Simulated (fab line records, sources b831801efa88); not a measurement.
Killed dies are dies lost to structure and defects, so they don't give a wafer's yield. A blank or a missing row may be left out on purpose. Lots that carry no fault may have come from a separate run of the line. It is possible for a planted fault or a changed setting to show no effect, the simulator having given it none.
fab line records	flow gf180mcu
record lots=13	wafers=39	lastDay=34
route steps=602 shown DUAL_GATE@143 V2@406 M3@409
lots with no fault: from the same line, run without faults
startH: start of the lot's first displayed wafer, in hours after the record's first day	waitH: hours from the lot's prior step to this one	" repeats the value in the row above	L1.1+2: a single row standing in for several wafers	- value missing, or start not given	* or withheld: withheld	< > ~ a bound
route shown NAME@n: a module of which the file shows steps, and the number in the route of the first	usual: mean/standard deviation taken from wafers without a fault	same: alike in all rows	chamber/n: place in a boat	sites: the reading at each site	_std_site: how widely they spread, as a standard deviation	_edge_site: the outer-site mean with the inner-site mean subtracted	radiusMm: for every site, how far away it sits from the centre of the wafer	mask NAME#n: copy n	behind: tool/chamber where the wafer was last shaped	hold: why the lot went on hold/how many hours it stayed there/how the hold came to an end	device: which transistor (n, p or np) failed to switch	end of line: at the end of the route, the tests of the same wafers	a step with no rows: only its recipe	killed: not the wafer's yield, but the dies lost to structure and defects at the first sort	map: a wafer's dies, marking killed ones x, the rest . and places with no die _
set.NAME: the setting as run; set.NAME@STEP: as run at that earlier step	model.NAME: the simulator's own value behind a step, which no gauge read
a sample of lots followed through the steps of the route, with each step as a table and each wafer as a row
services: when a tool's chamber went out of use (startH, in hours from the record's first day, below 0 if earlier), for how many hours, and the reason
## steps
# step GF_DUAL_GATE_OXIDATION_02
# recipe tempC=900	ambient=O2	stabiliseS=600	purgeS=300	targetThkA=108.87	oxTimeS=1602
# usual spikeTcBottomC=918.2/2.8	spikeTcCentreC=900.9/1.1	spikeTcLowerC=899.6/1.5	spikeTcUpperC=900.0/1	tubeCenterTempC=899.99/0.086	tube_center_temp_C_max=902.3/0.34
lot.wafer	tool	chamber	startH	waitH	spikeTcBottomC	spikeTcCentreC	spikeTcLowerC	spikeTcUpperC	tubeCenterTempC	tube_center_temp_C_max
L309.3	furnace-02	0	159.20	0.0	915.3	899.9	898.3	898.3	900.21	902.2
L309.4	"	0	"	"	916.6	901.9	896.6	900.9	900.02	901.9
L309.5	"	0	"	"	916.3	902.4	898.8	901.2	899.98	902.1
L310.2	furnace-02	0	162.04	0.1	918.2	901.2	900.9	899.8	899.89	902.0
L310.5	"	0	"	"	915.8	901.4	897.3	899.4	900.04	902.2
L310.6	"	0	"	"	917.3	900.4	899.0	898.8	900.19	902.5
L311.1	furnace-02	0	174.95	0.0	918.5	902.5	899.8	899.1	899.89	902.4
L311.3	"	0	"	"	916.1	904.2	898.9	900.4	899.84	902.3
L311.6	"	0	"	"	915.7	900.4	898.8	899.3	900.05	902.5
L312.2	furnace-01	0	189.05	0.0	922.6	901.1	901.4	900.4	900.03	902.1
L312.3	"	0	"	"	922.4	900.3	900.3	900.9	899.85	902.0
L312.5	"	0	"	"	921.8	900.4	901.3	898.2	899.88	902.0
L314.1	furnace-02	0	199.26	1.2	909.5	892.0	890.1	891.4	891.99	894.8
L314.2	"	0	"	"	908.7	891.9	889.0	891.7	891.95	893.7
L314.6	"	0	"	"	907.6	893.3	891.8	892.8	892.01	894.1
L315.4	furnace-02	0	202.95	0.0	909.6	894.0	890.7	893.6	891.94	894.0
L315.5	"	0	"	"	907.5	892.5	887.7	891.7	891.85	894.3
L315.6	"	0	"	"	909.0	893.2	892.3	893.1	892.04	894.8
L316.2	furnace-02	0	218.05	1.3	909.3	893.4	890.7	889.9	892.01	894.2
L316.3	"	0	"	"	908.7	895.2	892.2	894.6	892	894.0
L316.5	"	0	"	"	909.1	893.4	890.6	892.7	891.9	894.6
L326.2	furnace-02	0	275.67	1.8	913.7	901.7	899.7	901.4	899.91	902.1
L326.3	"	0	"	"	916.4	902.4	898.4	900.3	899.89	901.9
L326.5	"	0	"	"	916.5	902.1	898.6	901.3	900.17	902.1
L328.2	furnace-01	0	288.64	0.3	921.2	901.1	901.3	898.4	900.13	902.7
L328.3	"	0	"	"	920.0	900.2	901.9	899.0	899.89	901.9
L328.4	"	0	"	"	922.4	897.8	902.3	900.0	899.88	902.0
L329.3	furnace-02	0	293.87	0.0	917.0	900.4	899.5	899.9	900.09	901.9
L329.5	"	0	"	"	915.9	900.5	899.6	901.7	899.87	901.9
L329.6	"	0	"	"	917.4	901.5	899.2	900.7	900.09	903.0
L330.2	furnace-02	0	298.41	0.7	916.3	902.5	899.9	899.9	900.09	902.2
L330.4	"	0	"	"	916.9	902.2	899.6	899.4	899.95	902.2
L330.5	"	0	"	"	915.2	902.2	898.8	901.0	899.98	903.2
L331.1	furnace-01	0	307.16	0.0	923.8	899.1	900.7	898.4	900.04	902.3
L331.4	"	0	"	"	923.3	899.1	902.4	901.4	900.04	902.4
L331.5	"	0	"	"	921.1	901.2	899.7	899.9	900.04	902.1
L332.2	furnace-02	0	313.24	0.0	916.8	901.2	899.5	898.3	900.05	902.3
L332.3	"	0	"	"	913.7	900.7	899.5	900.4	899.95	902.3
L332.4	"	0	"	"	915.9	900.0	898.4	900.3	899.95	902.3
# step GF_DUAL_GATE_THK_MEAS_03
# recipe reads=SiO2_of_DUAL_GATE_OXIDATION_02
# usual DUAL_GATE_OXIDATION_00_THK=11.03/0.2
lot.wafer	tool	chamber	startH	waitH	DUAL_GATE_OXIDATION_00_THK[nm]
L309.3	filmMetro-04	-	160.67	0.0	11.08
L309.4	"	-	"	"	10.98
L309.5	"	-	"	"	11.09
L310.2	filmMetro-01	-	163.49	0.0	10.93
L310.5	"	-	"	"	10.88
L310.6	"	-	"	"	10.89
L311.1	filmMetro-04	-	176.40	0.0	10.83
L311.3	"	-	"	"	10.92
L311.6	"	-	"	"	10.90
L312.2	filmMetro-01	-	190.51	0.0	11.22
L312.3	"	-	"	"	11.26
L312.5	"	-	"	"	11.41
L314.1	filmMetro-02	-	200.71	0.0	10.08
L314.2	"	-	"	"	10.16
L314.6	"	-	"	"	10.37
L315.4	filmMetro-01	-	204.42	0.0	10.09
L315.5	"	-	"	"	9.89
L315.6	"	-	"	"	10.22
L316.2	filmMetro-02	-	219.51	0.0	10.03
L316.3	"	-	"	"	10.20
L316.5	"	-	"	"	10.04
L326.2	filmMetro-04	-	277.12	0.0	10.96
L326.3	"	-	"	"	10.90
L326.5	"	-	"	"	11.13
L328.2	filmMetro-04	-	290.09	0.0	11.05
L328.3	"	-	"	"	10.99
L328.4	"	-	"	"	11.11
L329.3	filmMetro-01	-	295.33	0.0	10.74
L329.5	"	-	"	"	10.91
L329.6	"	-	"	"	10.81
L330.2	filmMetro-04	-	299.87	0.0	10.89
L330.4	"	-	"	"	10.96
L330.5	"	-	"	"	11.18
L331.1	filmMetro-04	-	308.60	0.0	11.17
L331.4	"	-	"	"	11.03
L331.5	"	-	"	"	11.24
L332.2	filmMetro-04	-	314.70	0.0	10.70
L332.3	"	-	"	"	10.58
L332.4	"	-	"	"	10.76
# step GF_V2_RS_MEAS_24
# recipe thkMeasGauge=four-point-probe	reads=W_of_V2_CVD_23+TiN_of_V2_SPUTTER_22+Ti_of_V2_SPUTTER_21
# usual V2_W_RS=0.327/0.0056
lot.wafer	tool	chamber	startH	waitH	V2_W_RS[ohm/sq]
L309.3	filmMetro-04	-	460.52	0.1	0.332
L309.4	"	-	"	"	0.323
L309.5	"	-	"	"	0.325
L310.2	filmMetro-03	-	463.64	0.1	0.330
L310.5	"	-	"	"	0.327
L310.6	"	-	"	"	0.332
L311.1	filmMetro-03	-	484.08	0.1	0.323
L311.3	"	-	"	"	0.325
L311.6	"	-	"	"	0.336
L312.2	filmMetro-02	-	500.63	0.2	0.324
L312.3	"	-	"	"	0.326
L312.5	"	-	"	"	0.324
L314.1	filmMetro-04	-	512.59	0.1	0.321
L314.2	"	-	"	"	0.324
L314.6	"	-	"	"	0.327
L315.4	filmMetro-04	-	522.26	0.1	0.329
L315.5	"	-	"	"	0.325
L315.6	"	-	"	"	0.327
L316.2	filmMetro-03	-	542.13	0.1	0.322
L316.3	"	-	"	"	0.322
L316.5	"	-	"	"	0.321
L326.2	filmMetro-04	-	614.98	0.1	0.322
L326.3	"	-	"	"	0.336
L326.5	"	-	"	"	0.325
L328.2	filmMetro-04	-	622.15	0.1	0.328
L328.3	"	-	"	"	0.327
L328.4	"	-	"	"	0.318
L329.3	filmMetro-03	-	626.22	0.1	0.327
L329.5	"	-	"	"	0.339
L329.6	"	-	"	"	0.328
L330.2	filmMetro-04	-	637.61	0.1	0.330
L330.4	"	-	"	"	0.320
L330.5	"	-	"	"	0.325
L331.1	filmMetro-04	-	643.38	0.1	0.324
L331.4	"	-	"	"	0.321
L331.5	"	-	"	"	0.324
L332.2	filmMetro-02	-	654.05	0.1	0.323
L332.3	"	-	"	"	0.337
L332.4	"	-	"	"	0.323
# step GF_M3_SPUTTER_00
# recipe material=Ti	targetThkNm=37.5	arrivingIonEnergyEv=80	substrateTempC=200	chamberPressurePa=2	powerW=4000	timeS=150
# usual chamberPressurePa=2.000/0.0041	throttleValvePct=29.7/0.69
# same timeS=150
lot.wafer	tool	chamber	startH	waitH	chamberPressurePa	throttleValvePct
L309.3	pvdSputter-01	-	460.96	0.2	2.004	29.1
L309.4	"	-	"	"	2.000	29.9
L309.5	"	-	"	"	1.997	29.2
L310.2	pvdSputter-01	-	464.10	0.1	2.001	29.9
L310.5	"	-	"	"	1.999	30.0
L310.6	"	-	"	"	1.994	29.8
L311.1	pvdSputter-01	-	484.56	0.1	1.998	30.1
L311.3	"	-	"	"	1.998	29.8
L311.6	"	-	"	"	1.997	29.7
L312.2	pvdSputter-01	-	501.09	0.1	2.002	29.9
L312.3	"	-	"	"	1.999	29.9
L312.5	"	-	"	"	2.000	30.3
L314.1	pvdSputter-02	-	513.07	0.2	2.006	30.0
L314.2	"	-	"	"	2.004	29.8
L314.6	"	-	"	"	1.997	30.4
L315.4	pvdSputter-04	-	522.68	0.2	2.006	29.2
L315.5	"	-	"	"	2.007	30.5
L315.6	"	-	"	"	2.000	27.8
L316.2	pvdSputter-01	-	545.79	0.2	2.001	29.5
L316.3	"	-	"	"	1.999	29.6
L316.5	"	-	"	"	2.004	29.8
L326.2	pvdSputter-02	-	615.44	0.2	2.003	29.9
L326.3	"	-	"	"	2.000	29.9
L326.5	"	-	"	"	2.003	30.1
L328.2	pvdSputter-01	-	622.73	0.2	2.003	30.0
L328.3	"	-	"	"	1.999	29.8
L328.4	"	-	"	"	2.001	28.9
L329.3	pvdSputter-02	-	626.66	0.2	1.994	28.7
L329.5	"	-	"	"	1.998	29.6
L329.6	"	-	"	"	1.995	28.6
L330.2	pvdSputter-02	-	638.20	0.1	1.997	30.1
L330.4	"	-	"	"	1.999	29.9
L330.5	"	-	"	"	1.994	30.0
L331.1	pvdSputter-04	-	643.86	0.1	1.999	30.5
L331.4	"	-	"	"	1.998	30.7
L331.5	"	-	"	"	1.998	28.0
L332.2	pvdSputter-01	-	654.51	0.1	1.995	29.9
L332.3	"	-	"	"	2.004	30.2
L332.4	"	-	"	"	1.998	29.4
# step GF_M3_THK_MEAS_06
# recipe thkMeasGauge=xrf	reads=AlCu_of_M3_SPUTTER_02
# usual M3_ALCU_THK=443/6
lot.wafer	tool	chamber	startH	waitH	M3_ALCU_THK[nm]
L309.3	filmMetro-01	-	461.32	0.1	443
L309.4	"	-	"	"	440
L309.5	"	-	"	"	443
L310.2	filmMetro-01	-	464.45	0.1	445
L310.5	"	-	"	"	448
L310.6	"	-	"	"	441
L311.1	filmMetro-02	-	484.90	0.1	440
L311.3	"	-	"	"	438
L311.6	"	-	"	"	437
L312.2	filmMetro-03	-	501.44	0.1	447
L312.3	"	-	"	"	448
L312.5	"	-	"	"	456
L314.1	filmMetro-02	-	513.41	0.1	443
L314.2	"	-	"	"	429
L314.6	"	-	"	"	446
L315.4	filmMetro-02	-	523.05	0.1	444
L315.5	"	-	"	"	436
L315.6	"	-	"	"	444
L316.2	filmMetro-03	-	546.14	0.1	451
L316.3	"	-	"	"	442
L316.5	"	-	"	"	445
L326.2	filmMetro-02	-	615.79	0.1	448
L326.3	"	-	"	"	438
L326.5	"	-	"	"	446
L328.2	filmMetro-02	-	623.08	0.1	440
L328.3	"	-	"	"	432
L328.4	"	-	"	"	440
L329.3	filmMetro-03	-	627.02	0.1	452
L329.5	"	-	"	"	441
L329.6	"	-	"	"	444
L330.2	filmMetro-02	-	638.55	0.1	445
L330.4	"	-	"	"	435
L330.5	"	-	"	"	433
L331.1	filmMetro-03	-	644.20	0.1	448
L331.4	"	-	"	"	444
L331.5	"	-	"	"	446
L332.2	filmMetro-01	-	654.86	0.1	440
L332.3	"	-	"	"	439
L332.4	"	-	"	"	441
## services
tool	chamber	startH	hours	kind
pvdSputter-02	-	141.44	2.0	repair
furnace-01	-	167.29	4.1	pm
pvdSputter-01	-	185.55	1.3	repair
pvdSputter-02	-	201.93	9.8	repair
furnace-02	-	243.90	3.9	pm
pvdSputter-01	1	257.07	-	consumableReplace:kit
pvdSputter-01	1	257.07	18.0	scheduledDown
pvdSputter-01	1	257.07	18.0	ventCycle
furnace-01	-	266.51	3.7	pm
furnace-02	-	270.63	2.8	pm
furnace-01	-	335.13	3.7	pm
furnace-02	-	342.23	54.8	repair
pvdSputter-02	-	384.33	19.3	repair
furnace-02	-	436.78	3.2	pm
furnace-02	-	475.31	2.8	pm
furnace-01	-	503.04	3.9	pm
furnace-02	-	526.04	3.5	pm
furnace-01	-	547.88	3.1	pm
pvdSputter-02	-	559.77	2.9	repair
pvdSputter-02	-	560.86	6.2	repair
furnace-01	-	575.37	18.8	pm
furnace-01	-	594.34	25.1	repair
pvdSputter-04	-	611.37	0.9	repair
furnace-02	-	620.11	3.4	pm
## key
firstSign step=GF_DUAL_GATE_OXIDATION_02	reading=tubeCenterTempC	direction=down	sigmas=89	usual=*	struck=*
effect step=GF_DUAL_GATE_OXIDATION_02	reading=tube_center_temp_C_max	direction=down	sigmas=24	usual=*	struck=*
effect step=GF_DUAL_GATE_THK_MEAS_03	reading=DUAL_GATE_OXIDATION_00_THK	direction=down	sigmas=4.5	usual=11.03	struck=10.12
metAt GF_DUAL_GATE_OXIDATION_02
struckLots L314,L315,L316
testerLeftOut L314,L315,L316
notActingAt GF_V2_RS_MEAS_24,GF_M3_SPUTTER_00,GF_M3_THK_MEAS_06
onsetBetween 174.95 199.26
fault kind=processParameterDrift	tool=furnace-02	chamber=-	onsetH=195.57	steps=GF_DUAL_GATE_OXIDATION_02	channel=tempC	offset=*	shape=step	endH=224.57	actsIn=*	stated=*
# testerLeftOut: of these lots the tester's yield and bins aren't shown, on N5 and GAA mostly nor the transistor test; their killed dies are dies lost to structure and defects alone, not to doping, threshold or leakage, so they don't give the yield
